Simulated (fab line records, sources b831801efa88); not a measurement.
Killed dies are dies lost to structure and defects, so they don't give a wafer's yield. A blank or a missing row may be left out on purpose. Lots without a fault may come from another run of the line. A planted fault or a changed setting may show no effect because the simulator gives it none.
One fault seen from 2 desks | flow gf180mcu | each desk has only its own numbers; what lay behind them comes last

THE METROLOGY DESK
What the gauges read, lot by lot, whatever tool the lot ran on: means of the sampled wafers that have a number. A lot is out of limits, marked OUT, if its mean lies more than 4 standard deviations from the usual mean; the brackets give that distance.
Columns: A = cd_nm at GF_V1_CD_MEAS_14, usual 260.0 nm; B = V1_W_RS at GF_V1_RS_MEAS_24, usual 0.330 ohm/sq; C = V1_W_THK at GF_V1_THK_MEAS_25, usual 354 nm; D = cd_nm at GF_V3_CD_MEAS_14, usual 260.1 nm; E = M4_ALCU_THK at GF_M4_THK_MEAS_06, usual 452 nm
lot  | first seen here | A     | B     | C   | D     | E
L422 | day 18 07:05    | 261.7 | 0.331 | 351 | 260.1 | 460
L423 | day 18 18:42    | 260.7 | 0.326 | 358 | 258.3 | 454
L425 | day 19 14:32    | 261.7 | 0.327 | 353 | 262.1 | 446
L426 | day 19 20:44    | 260.7 | 0.328 | 351 | 257.9 | 449
L429 | day 20 16:34    | 261.6 | 0.331 | 350 | 259.9 | 454
L433 | day 22 05:42    | 259.7 | 0.333 | 354 | 260.8 | 453
L435 | day 23 00:08    | 262.0 | 0.335 | 345 | 259.8 | 449
L436 | day 23 05:14    | 260.5 | 0.333 | 355 | 259.5 | 455
L442 | day 25 04:23    | 260.6 | 0.333 | 350 | 261.9 | 450
L443 | day 25 10:44    | 260.0 | 0.330 | 353 | 257.6 | 454
L444 | day 25 19:34    | 258.9 | 0.331 | 351 | 259.1 | 452
L445 | day 26 07:09    | 260.0 | 0.328 | 362 | 260.6 | 453
This desk's finding: nothing out of limits on any of the 12 lots.

THE TOOL OWNER'S DESK: cvd_w-02
The tool's own readings at GF_V1_CVD_23 (deposits W, target thk 350 nm, time 105.05 s): means of the sampled wafers that have a number, for each lot that ran on this tool. A lot is out of limits, marked OUT, if its mean lies more than 4 standard deviations from the usual mean; the brackets give that distance.
Columns: A = chamber_pressure_Torr at GF_V1_CVD_23, usual 40.00 Torr; B = heater_power_w at GF_V1_CVD_23, usual 880 W
lot  | first seen here | A     | B
L422 | day 18 08:00    | 39.94 | 843
L423 | day 18 19:39    | 40.02 | 803
L425 | day 19 15:27    | 40.03 | 809
L426 | day 19 21:39    | 39.95 | 769
L433 | day 22 06:38    | 40.05 | 858
L435 | day 23 01:04    | 39.99 | 818
L444 | day 25 20:34    | 39.99 | 858
This desk's finding: nothing out of limits on any of the 7 lots.

PUT TOGETHER
The metrology desk saw nothing out of limits.
The tool owner's desk saw nothing out of limits.

WHAT THE SIMULATOR HAD PUT IN
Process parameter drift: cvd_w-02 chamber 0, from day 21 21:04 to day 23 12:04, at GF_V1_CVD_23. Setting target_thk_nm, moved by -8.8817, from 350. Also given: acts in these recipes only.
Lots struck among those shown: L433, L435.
